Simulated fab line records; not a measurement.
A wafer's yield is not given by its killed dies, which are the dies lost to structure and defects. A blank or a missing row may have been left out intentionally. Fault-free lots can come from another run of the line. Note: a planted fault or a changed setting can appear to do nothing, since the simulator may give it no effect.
A lot that was struck, set against a sound lot    flow sky130    20 steps out of a route of 708
Sound: wafers L954.1, L954.4, L954.5. The struck wafers were L966.2, L966.3, L966.6. The cause is given at the end.
At each step with rows: each side's tool, then ch and its chambers, then its first start. Under that, the readings that differ: sound wafers    struck wafers    difference of the means    sigmas: that difference in standard deviations of wafers without a fault.
alike: readings whose means differ by less than 2 such deviations, and words and numbers that are the same on both sides. not compared: withheld readings, readings that some wafer has no value for, bounds like >300 that may hide the same value, and numbers for which the record gives no deviation and whose values overlap.
A row with sigmas, a row that says differs or no value, or rows on one side alone: a step with any of these is where the two part. Numbers that don't overlap but have no deviation are shown without sigmas and don't part them. A reading that every wafer of one side lacks parts them only if that side has two wafers or more.

first, 4 steps without rows for these wafers: SKY_VT_ADJUST_LVTN_SOFTBAKE_03; SKY_VT_ADJUST_LVTN_EXPOSE_04 (exposes mask NWM COMPLEMENT LESS NATIVE, target cd 840 nm); SKY_VT_ADJUST_LVTN_PEB_05; SKY_VT_ADJUST_LVTN_DEVELOP_06 (develop time 60 s).
SKY_VT_ADJUST_LVTN_OVL_MEAS_07:
  sound on overlay-01 at day 7 05:25; struck on overlay-02 at day 10 14:02
  alike: VT_ADJUST_LVTN_OVL
next, for these wafers, 1 step has no rows: SKY_VT_ADJUST_LVTN_IMPLANT_08.
SKY_VT_ADJUST_LVTN_STRIP_09: strips in O2/N2.
  sound on plasma asher-01 ch 0, day 7 05:37; struck on plasma asher-01 ch 0,1, day 10 14:13
  alike: drypump motor current A, o2 flow sccm, oes product au, strip time to endpoint s
  not compared: rf hours counter h
SKY_VT_ADJUST_LVTN_TW_MEAS_10:
  sound on film metro-02 at day 7 05:43; struck on film metro-01 at day 10 14:19
reading            sound              struck             difference  sigmas
VT_ADJUST_LVTN_TW  239.4 240.1 241.6  244.8 244.8 243.7  +4.1        +2
then, 4 steps without rows for these wafers: SKY_VT_ADJUST_LVTN_DEHYDRATE_11 (time 60 s); SKY_VT_ADJUST_LVTN_HMDS_12 (prime time 60 s); SKY_VT_ADJUST_LVTN_COAT_13 (resist thk 1140 nm); SKY_VT_ADJUST_LVTN_SOFTBAKE_14 (time 57.94 s).
SKY_VT_ADJUST_LVTN_EXPOSE_15: exposes mask HVN STD DERIVED, target cd 600 nm.
  sound on iline stepper-02 ch 0, day 7 15:22; struck on iline stepper-01 ch 0, day 11 02:34
reading               sound                                                  struck                   difference  sigmas
mask                  HVN_STD_DERIVED#0 HVN_STD_DERIVED#0 HVN_STD_DERIVED#0  HVTPM#0 HVTPM#0 HVTPM#0  differs     
exposure dose mJ cm2  163.31 163.30 163.37                                   162.99 163.02 162.68     -0.43       -3
then, 2 steps without rows for these wafers: SKY_VT_ADJUST_LVTN_PEB_16; SKY_VT_ADJUST_LVTN_DEVELOP_17 (develop time 60 s).
SKY_VT_ADJUST_LVTN_OVL_MEAS_18:
  sound on overlay-01 at day 7 23:55; struck on overlay-01 at day 11 13:38
reading                     sound        struck  difference                     sigmas
VT_ADJUST_LVTN_01_OVL (nm)  1.7 1.6 0.7  - - -   no value on the struck wafers  
next, for these wafers, 1 step has no rows: SKY_VT_ADJUST_LVTN_IMPLANT_19.
SKY_VT_ADJUST_LVTN_STRIP_20: strips in O2/N2.
  sound on plasma asher-01 ch 0,1, day 8 00:07; struck on plasma asher-01 ch 0, day 11 13:49
  alike: drypump motor current A, o2 flow sccm, oes product au, strip time to endpoint s
  not compared: rf hours counter h
SKY_VT_ADJUST_LVTN_TW_MEAS_21:
  sound on film metro-01 at day 8 00:13; struck on film metro-04 at day 11 13:55
reading              sound              struck          difference  sigmas
VT_ADJUST_LVTN_2_TW  190.4 190.2 191.4  30.2 30.2 30.2  -160.5      -99 or more
then, 1 step without rows for these wafers: SKY_VT_ADJUST_NCORE_DEHYDRATE_00 (time 60 s).

== WHERE THEY PART ==
At SKY_VT_ADJUST_LVTN_TW_MEAS_10 first; at SKY_VT_ADJUST_LVTN_TW_MEAS_21 last (within this record only).

WHY: what the simulator had put in
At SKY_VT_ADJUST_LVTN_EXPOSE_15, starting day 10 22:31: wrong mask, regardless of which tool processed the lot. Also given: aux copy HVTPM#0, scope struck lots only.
